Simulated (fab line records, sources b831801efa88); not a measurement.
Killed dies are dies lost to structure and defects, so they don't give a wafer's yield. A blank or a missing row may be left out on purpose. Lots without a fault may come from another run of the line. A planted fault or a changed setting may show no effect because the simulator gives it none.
One fault seen from 2 desks | flow sky130 | each desk has only its own numbers; what lay behind them comes last

THE METROLOGY DESK
What the gauges read, lot by lot, whatever tool the lot ran on: means of the sampled wafers that have a number. A lot is out of limits, marked OUT, if its mean lies more than 4 standard deviations from the usual mean; the brackets give that distance.
Columns: A = cd_nm at SKY_METAL1_CD_MEAS_15, usual 140.4 nm; B = PASSIVATION_CVD_00_THK at SKY_PASSIVATION_THK_MEAS_01, usual 90.0 nm; C = PASSIVATION_CVD_02_THK at SKY_PASSIVATION_THK_MEAS_03, usual 540 nm
lot  | first seen here | A     | B               | C
L282 | day 32 16:35    | 136.7 | 90.2            | 547
L287 | day 34 06:38    | 140.5 | 88.9            | 540
L286 | day 34 07:53    | 142.4 | 91.1            | 538
L285 | day 34 08:11    | 141.7 | 90.4            | 538
L288 | day 34 11:14    | 138.9 | 90.1            | 537
L290 | day 35 07:29    | 142.0 | 90.9            | 535
L293 | day 36 08:50    | 140.2 | 143.5 (+49) OUT | 543
L294 | day 36 22:01    | 140.9 | 142.9 (+48) OUT | 538
L297 | day 37 10:23    | 138.5 | 89.6            | 538
L298 | day 37 21:19    | 140.6 | 90.2            | 535
L301 | day 38 20:13    | 141.0 | 89.6            | 538
L303 | day 38 23:05    | 137.8 | 90.5            | 540
This desk's finding: out of limits on L293, L294; first on L293, day 46 19:11 (PASSIVATION_CVD_00_THK at SKY_PASSIVATION_THK_MEAS_01). In limits: L282, L287, L286, L285, L288, L290, L297, L298, L301, L303.

THE TOOL OWNER'S DESK: pecvd-01
The tool's own readings at SKY_PASSIVATION_CVD_00 (deposits SiO2, target thk 90 nm): means of the sampled wafers that have a number, for each lot that ran on this tool. A lot is out of limits, marked OUT, if its mean lies more than 4 standard deviations from the usual mean; the brackets give that distance.
Columns: A = heater_power_w at SKY_PASSIVATION_CVD_00, usual 624 W
lot  | first seen here | A
L286 | day 45 02:09    | 642
L290 | day 45 22:59    | 616
L293 | day 46 19:10    | 639
L294 | day 47 05:21    | 651
This desk's finding: nothing out of limits on any of the 4 lots.

PUT TOGETHER
The metrology desk could have raised an alarm at day 46 19:11, on L293, L294.
The tool owner's desk saw nothing out of limits.
The tool owner's desk has L293, L294 on record, within its limits.
Of the lots named, all ran SKY_PASSIVATION_CVD_00 on pecvd-01.

WHAT THE SIMULATOR HAD PUT IN
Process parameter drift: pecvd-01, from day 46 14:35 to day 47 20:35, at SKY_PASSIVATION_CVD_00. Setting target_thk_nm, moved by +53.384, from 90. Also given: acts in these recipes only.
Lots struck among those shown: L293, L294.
Hours from the fault's start to each desk's first reading out of limits: the metrology desk, 5.
